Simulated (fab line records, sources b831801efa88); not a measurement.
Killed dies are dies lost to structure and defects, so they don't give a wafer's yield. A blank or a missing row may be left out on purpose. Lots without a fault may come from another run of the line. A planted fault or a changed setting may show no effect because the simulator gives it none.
fab line records | flow sfq_line
record lots=5 wafers=15 last_day=92
route steps=325 shown M6@258 I6@266
lots that met no fault: from a run of the same line without faults
start_h: hours from the record's first day to the start of the lot's first wafer shown | wait_h: hours since the lot's step before | " the same as in the row above | L1.1+2: a row that stands for several wafers | - no value, or no start given | * or withheld: withheld | < > ~ a bound
route shown NAME@n: a module of which the file shows steps, and the number in the route of the first | usual: mean/standard deviation of fault-free wafers | same: alike in all rows | chamber/n: place in a boat | sites: the reading at each site | _std_site: their standard deviation | _edge_site: outer sites' mean less inner sites' | radius_mm: how far each site lies from the wafer's centre | mask NAME#n: copy n | behind: the tool/chamber that last shaped the wafer | hold: why the lot was held/for how many hours/how that ended | device: the transistor (n, p or np) that didn't switch | end of line: the same wafers' tests at the end of the route | a step without rows: its recipe alone | killed: dies lost to structure and defects at the first sort, not the wafer's yield | map: a wafer's dies, x killed, . not, _ none there
set.NAME: the setting as run; set.NAME@STEP: as run at that earlier step | model.NAME: the simulator's own value behind a step, which no gauge read
lots at some steps of the route; a table a step, a row a wafer
services: from which hour (start_h, from the record's first day; less than 0 if before it) a tool's chamber was out of use, for how many hours, and why
## steps
# step SFQ_TRILAYER_M6_LITHO_EXPOSE_160
# recipe mask_id=M6 na=0.6 source_shape=conventional sigma_outer=0.65 target_cd_nm=500 dose_mj=14.4
# usual stage_vel_mm_s=500.00/0.24
# columns lot.wafer tool chamber start_h wait_h mask stage_vel_mm_s
L076.1 krf_scanner-01 0 1836.98 - M6#0 499.98
L076.5 " 0 " " M6#0 499.82
L076.6 " 0 " " M6#0 500.18
L082.1 krf_scanner-01 0 1851.38 - M6#0 500.36
L082.2 " 0 " " M6#0 500.18
L082.4 " 0 " " M6#0 500.22
L085.1 krf_scanner-01 0 1856.18 - M6#0 499.71
L085.4 " 0 " " M6#0 500.29
L085.6 " 0 " " M6#0 499.71
L086.1 krf_scanner-01 0 1862.18 - M6#0 499.40
L086.2 " 0 " " M6#0 499.81
L086.5 " 0 " " M6#0 499.92
L097.3 krf_scanner-01 0 1919.10 - M6#0 499.98
L097.4 " 0 " " M6#0 499.80
L097.5 " 0 " " M6#0 500.10
# step SFQ_TRILAYER_M6_LITHO_PEB_162
# recipe peb_temp_c=115 peb_time_s=60 resist=KrF
# usual resist_line_temp_C=23.01/0.087
# columns lot.wafer tool chamber start_h wait_h resist_line_temp_C
L076.1 litho_track-04 0 1838.18 1.0 23.03
L076.5 " 0 " " 23.06
L076.6 " 0 " " 23.05
L082.1 litho_track-03 0 1852.58 1.0 23.12
L082.2 " 0 " " 22.98
L082.4 " 0 " " 22.90
L085.1 litho_track-04 0 1857.38 1.0 23.04
L085.4 " 0 " " 22.88
L085.6 " 0 " " 23.02
L086.1 litho_track-03 0 1863.38 1.0 22.98
L086.2 " 0 " " 23.08
L086.5 " 0 " " 23.01
L097.3 litho_track-04 0 1919.95 0.7 22.96
L097.4 " 0 " " 23.07
L097.5 " 0 " " 23.01
# step SFQ_TRILAYER_M6_LITHO_DEVELOP_161
# recipe time_s=60 resist=KrF
# usual resist_line_temp_C=23.00/0.11
# columns lot.wafer tool chamber start_h wait_h resist_line_temp_C
L076.1 litho_track-04 0 1838.33 0.1 23.21
L076.5 " 0 " " 23.01
L076.6 " 0 " " 23.06
L082.1 litho_track-03 0 1852.73 0.1 22.83
L082.2 " 0 " " 22.90
L082.4 " 0 " " 22.99
L085.1 litho_track-04 0 1857.53 0.1 23.00
L085.4 " 0 " " 22.67
L085.6 " 0 " " 23.00
L086.1 litho_track-03 0 1863.53 0.1 22.89
L086.2 " 0 " " 23.11
L086.5 " 0 " " 22.89
L097.3 litho_track-04 0 1920.10 0.1 22.90
L097.4 " 0 " " 22.80
L097.5 " 0 " " 22.74
# step SFQ_M6_OVL_MEAS_940
# usual M6_OVL=-1/4.8
# columns lot.wafer tool chamber start_h wait_h M6_OVL[nm]
L076.1 overlay-02 - 1838.48 0.1 3
L076.5 " - " " 0
L076.6 " - " " -4
L082.1 overlay-01 - 1852.88 0.1 -1
L082.2 " - " " -1
L082.4 " - " " -5
L085.1 overlay-01 - 1857.68 0.1 -3
L085.4 " - " " -2
L085.6 " - " " 6
L086.1 overlay-01 - 1863.68 0.1 -5
L086.2 " - " " -4
L086.5 " - " " 0
L097.3 overlay-02 - 1920.21 0.1 2
L097.4 " - " " -1
L097.5 " - " " -4
# step SFQ_TRILAYER_M6_BARC_OPEN_METAL_ETCH_206
# recipe mask_material=PR chemistry=O2 target_depth_nm=125 target=BARC icp_w=600 bias_w=80 pressure_mtorr=10 time_s=41.7
# usual drypump_motor_current_A=5.3/0.31 oes_product_au=0.686/0.0046
# columns lot.wafer tool chamber start_h wait_h drypump_motor_current_A oes_product_au rf_hours_counter_h
L076.1 rie_metal-03 1 1838.52 0.0 5.5 0.688 49
L076.5 " 0 " " 5.3 0.684 -
L076.6 " 1 " " 5.5 0.682 -
L082.1 rie_metal-03 1 1852.92 0.0 5.5 0.684 52
L082.2 " 0 " " 5.2 0.684 93
L082.4 " 1 " " 5.5 0.675 -
L085.1 rie_metal-03 0 1857.72 0.0 5.3 0.694 94
L085.4 " 0 " " 5.3 0.687 -
L085.6 " 1 " " 5.5 0.679 -
L086.1 rie_metal-02 0 1863.72 0.0 5.7 0.681 78
L086.2 " 1 " " 4.7 0.683 83
L086.5 " 0 " " 5.7 0.682 -
L097.3 rie_metal-04 0 1920.26 0.0 5.1 0.689 -
L097.4 " 1 " " 5.3 0.679 -
L097.5 " 0 " " 5.1 0.692 -
# step SFQ_TRILAYER_M6_ETCH_METAL_ETCH_162
# recipe target=Nb stop_on=SiO2 mask_material=PR chemistry=Cl2/Ar target_depth_nm=240 icp_w=600 bias_w=80 pressure_mtorr=10 time_s=120
# usual drypump_motor_current_A=5.3/0.31 oes_product_au=0.893/0.007
# columns lot.wafer tool chamber start_h wait_h drypump_motor_current_A oes_product_au rf_hours_counter_h
L076.1 rie_metal-03 1 1838.58 0.0 5.5 0.889 49
L076.5 " 0 " " 5.2 0.888 -
L076.6 " 1 " " 5.5 0.897 -
L082.1 rie_metal-03 1 1852.98 0.0 5.5 0.902 52
L082.2 " 0 " " 5.2 0.896 93
L082.4 " 1 " " 5.5 0.900 -
L085.1 rie_metal-03 0 1857.78 0.0 5.2 0.912 94
L085.4 " 0 " " 5.2 0.907 -
L085.6 " 1 " " 5.5 0.906 -
L086.1 rie_metal-02 0 1863.78 0.0 5.7 0.891 78
L086.2 " 1 " " 4.7 0.902 83
L086.5 " 0 " " 5.7 0.892 -
L097.3 rie_metal-04 0 1920.34 0.1 5.1 0.888 -
L097.4 " 1 " " 5.3 0.909 -
L097.5 " 0 " " 5.1 0.904 -
# step SFQ_TRILAYER_M6_STRIP_STRIP_163
# recipe gas=O2 power_w=200 platen_temp_c=40 overash_fraction=0.65 chemistry=O2 pressure_mtorr=50
# usual drypump_motor_current_A=5.3/0.31 oes_product_au=1.005/0.01
# columns lot.wafer tool chamber start_h wait_h drypump_motor_current_A oes_product_au rf_hours_counter_h
L076.1 rie_metal-03 1 1838.71 0.1 5.5 1.016 49
L076.5 " 0 " " 5.2 1.007 -
L076.6 " 1 " " 5.5 1.014 -
L082.1 rie_metal-03 1 1853.11 0.1 5.5 0.992 52
L082.2 " 0 " " 5.2 0.998 93
L082.4 " 1 " " 5.5 1.011 -
L085.1 rie_metal-03 0 1857.91 0.1 5.3 0.996 94
L085.4 " 0 " " 5.3 1.006 -
L085.6 " 1 " " 5.5 1.007 -
L086.1 rie_metal-02 0 1863.91 0.1 5.7 0.997 78
L086.2 " 1 " " 4.7 1.019 83
L086.5 " 0 " " 5.7 1.006 -
L097.3 rie_metal-04 0 1920.62 0.2 5.1 1.005 -
L097.4 " 1 " " 5.3 0.965 -
L097.5 " 0 " " 5.1 1.007 -
# step SFQ_TRILAYER_M6_STRIP_SOLV_CLEAN_164
# recipe chemistry=NMP temp_c=70 time_s=600
# columns lot.wafer tool chamber start_h wait_h
L076.1+5+6 wet_bench-02 0,3,2 1839.31 0.4
L082.1+2+4 wet_bench-02 1,4,7 1853.71 0.4
L085.1+4+6 wet_bench-02 1,4,0 1858.51 0.4
L086.1+2+5 wet_bench-03 2,0,6 1864.51 0.4
L097.3+4+5 wet_bench-03 7,0,4 1921.02 0.2
# step SFQ_TRILAYER_I6_DEP_PECVD_165
# recipe material=SiO2 temp_c=150 time_s=111.11 pressure_torr=2.4 rf_w=183.3 precursor=SiH4/N2O target_thk_nm=500
# usual heater_power_w=81/16 throttle_valve_pct=24.5/1.3
# columns lot.wafer tool chamber start_h wait_h heater_power_w throttle_valve_pct
L076.1 pecvd-03 2 1839.48 0.0 101 26.0
L076.5 " 2 " " 83 25.7
L076.6 " 1 " " 110 23.7
L082.1 pecvd-04 2 1853.90 0.0 69 22.8
L082.2 " 1 " " 59 23.7
L082.4 " 0 " " 84 22.7
L085.1 pecvd-04 1 1858.70 0.0 71 23.7
L085.4 " 0 " " 90 22.6
L085.6 " 2 " " 79 23.3
L086.1 pecvd-02 1 1864.70 0.0 66 25.2
L086.2 " 0 " " 68 25.7
L086.5 " 1 " " 68 25.5
L097.3 pecvd-02 2 1921.20 0.0 65 24.5
L097.4 " 1 " " 77 25.5
L097.5 " 2 " " 66 24.6
# step SFQ_TRILAYER_I6_CMP_CMP_166
# recipe material=SiO2 down_force_psi=3 platen_rpm=60 pad_velocity_m_s=0.94248
# usual motor_current_A=9.7/0.6 slurry_filter_dp_kPa=13.51/0.13 time_to_endpoint_s=216/6.7
# columns lot.wafer tool chamber start_h wait_h motor_current_A slurry_filter_dp_kPa time_to_endpoint_s
L076.1 cmp-02 1 1843.14 3.6 10.2 13.53 204
L076.6 " 3 1844.14 4.6 9.1 13.39 221
L076.5 " 0 " " 10.7 13.60 214
L082.4 cmp-02 1 1857.37 3.4 9.8 13.44 219
L082.2 " 2 " " 9.5 13.37 223
L082.1 " 3 " " 10.1 13.58 216
L085.4 cmp-01 0 1861.86 3.1 8.9 13.34 225
L085.1 " 1 " " 9.2 13.45 207
L085.6 " 0 1863.86 5.1 9.4 13.51 220
L086.2 cmp-01 1 1868.80 4.1 8.8 13.42 208
L086.1 " 2 " " 9.1 13.61 209
L086.5 " 0 1870.30 5.5 9.0 13.42 217
L097.4 cmp-01 1 1922.28 1.0 9.3 13.58 218
L097.3 " 2 " " 9.5 13.56 217
L097.5 " 3 " " 10.7 13.57 220
# step SFQ_I6_BOW_MEAS_941
# recipe mode=bow
# usual I6_BOW=6/10
# columns lot.wafer tool chamber start_h wait_h I6_BOW[um]
L076.1 film_metro-01 - 1845.14 1.5 18
L076.5 " - " " 0
L076.6 " - " " 18
L082.1 film_metro-01 - 1860.37 1.5 -10
L082.2 " - " " -2
L082.4 " - " " -4
L085.1 film_metro-03 - 1864.36 1.5 6
L085.4 " - " " -3
L085.6 " - " " 11
L086.1 film_metro-03 - 1870.80 1.0 7
L086.2 " - " " -1
L086.5 " - " " -3
L097.3 film_metro-03 - 1924.32 1.0 8
L097.4 " - " " 10
L097.5 " - " " 11
# step SFQ_TRILAYER_I6_METRO_MEASURE_167
# usual thk_nm=200.1/1.1
# columns lot.wafer tool chamber start_h wait_h thk_nm
L076.1 film_metro-01 - 1845.26 0.1 199.9
L076.5 " - " " 201.4
L076.6 " - " " 199.6
L082.1 film_metro-01 - 1860.49 0.1 198.9
L082.2 " - " " 200.9
L082.4 " - " " 199.1
L085.1 film_metro-03 - 1864.48 0.1 198.6
L085.4 " - " " 200.3
L085.6 " - " " 200.9
L086.1 film_metro-03 - 1870.92 0.1 199.5
L086.2 " - " " 199.0
L086.5 " - " " 200.3
L097.3 film_metro-03 - 1924.80 0.5 199.6
L097.4 " - " " 200.5
L097.5 " - " " 198.6
# step SFQ_TRILAYER_I6_VIA_LITHO_COAT_174
# recipe resist=BARC spin_rpm=3000 resist_thk_nm=62
# usual resist_line_temp_C=23.02/0.1 spin_speed_rpm=3000.2/2.2
# columns lot.wafer tool chamber start_h wait_h resist_line_temp_C spin_speed_rpm
L076.1 litho_track-04 0 1846.46 1.0 23.00 2999.2
L076.5 " 0 " " 23.17 3000.5
L076.6 " 0 " " 22.98 3001.2
L082.1 litho_track-02 0 1861.69 1.0 23.09 3000.5
L082.2 " 0 " " 22.99 2997.6
L082.4 " 0 " " 23.07 3000.3
L085.1 litho_track-03 0 1865.68 1.0 22.86 3001.1
L085.4 " 0 " " 22.93 3003.1
L085.6 " 0 " " 23.00 2999.2
L086.1 litho_track-02 0 1872.12 1.0 23.02 2999.0
L086.2 " 0 " " 23.04 2998.3
L086.5 " 0 " " 23.01 3004.2
L097.3 litho_track-02 0 1925.70 0.7 23.07 3001.8
L097.4 " 0 " " 23.07 2997.5
L097.5 " 0 " " 23.20 2999.9
# step SFQ_TRILAYER_I6_VIA_LITHO_COAT_169
# recipe resist=KrF spin_rpm=3000 resist_thk_nm=650
# usual resist_line_temp_C=23.00/0.098 spin_speed_rpm=3000.0/2
# columns lot.wafer tool chamber start_h wait_h resist_line_temp_C spin_speed_rpm
L076.1 litho_track-04 0 1846.76 0.2 23.04 3002.3
L076.5 " 0 " " 22.94 2999.1
L076.6 " 0 " " 22.86 3002.0
L082.1 litho_track-02 0 1861.99 0.2 23.08 2999.6
L082.2 " 0 " " 23.02 2999.6
L082.4 " 0 " " 22.97 3001.5
L085.1 litho_track-03 0 1865.98 0.2 22.90 2999.7
L085.4 " 0 " " 22.89 3000.3
L085.6 " 0 " " 22.93 2995.9
L086.1 litho_track-02 0 1872.42 0.2 23.06 2998.1
L086.2 " 0 " " 23.04 3000.2
L086.5 " 0 " " 23.02 2999.5
L097.3 litho_track-02 0 1926.00 0.2 23.08 3001.5
L097.4 " 0 " " 22.95 3000.3
L097.5 " 0 " " 22.94 3000.5
# step SFQ_TRILAYER_I6_VIA_LITHO_SOFTBAKE_173
# recipe temp_c=withheld time_s=withheld resist=KrF
# usual resist_line_temp_C=*
# columns lot.wafer tool chamber start_h wait_h resist_line_temp_C
L076.1 litho_track-04 0 1847.06 0.2 *
L076.5 " 0 " " *
L076.6 " 0 " " *
L082.1 litho_track-02 0 1862.29 0.2 *
L082.2 " 0 " " *
L082.4 " 0 " " *
L085.1 litho_track-03 0 1866.28 0.2 *
L085.4 " 0 " " *
L085.6 " 0 " " *
L086.1 litho_track-02 0 1872.72 0.2 *
L086.2 " 0 " " *
L086.5 " 0 " " *
L097.3 litho_track-02 0 1926.25 0.2 *
L097.4 " 0 " " *
L097.5 " 0 " " *
## services
# columns tool chamber start_h hours kind
pecvd-02 2 1813.82 5.4 repair
pecvd-02 1 1813.93 12.2 repair
pecvd-02 - 1821.95 6.0 pm
rie_metal-02 - 1824.95 0.3 repair
pecvd-04 - 1845.09 0.5 repair
film_metro-03 - 1849.63 1.0 pm
rie_metal-03 - 1862.88 0.7 repair
krf_scanner-01 - 1863.38 1.0 pm
film_metro-01 - 1877.00 0.3 pm
film_metro-01 - 1877.32 2.8 pm
krf_scanner-01 - 1884.59 6.9 repair
rie_metal-04 - 1887.24 1.9 repair
cmp-02 - 1888.61 2.6 repair
rie_metal-04 1 1889.41 12.1 repair
krf_scanner-01 - 1891.48 1.3 pm
krf_scanner-01 - 1893.98 4.4 pm
rie_metal-03 1 1895.63 10.1 repair
film_metro-03 - 1897.41 0.3 pm
rie_metal-02 1 1897.77 7.3 repair
film_metro-03 - 1902.40 0.2 pm
krf_scanner-01 - 1912.32 0.8 pm
pecvd-04 2 1915.20 9.0 repair
rie_metal-02 - 1922.34 28.1 pm
cmp-01 - 1924.28 5.7 pm
## key
fault none
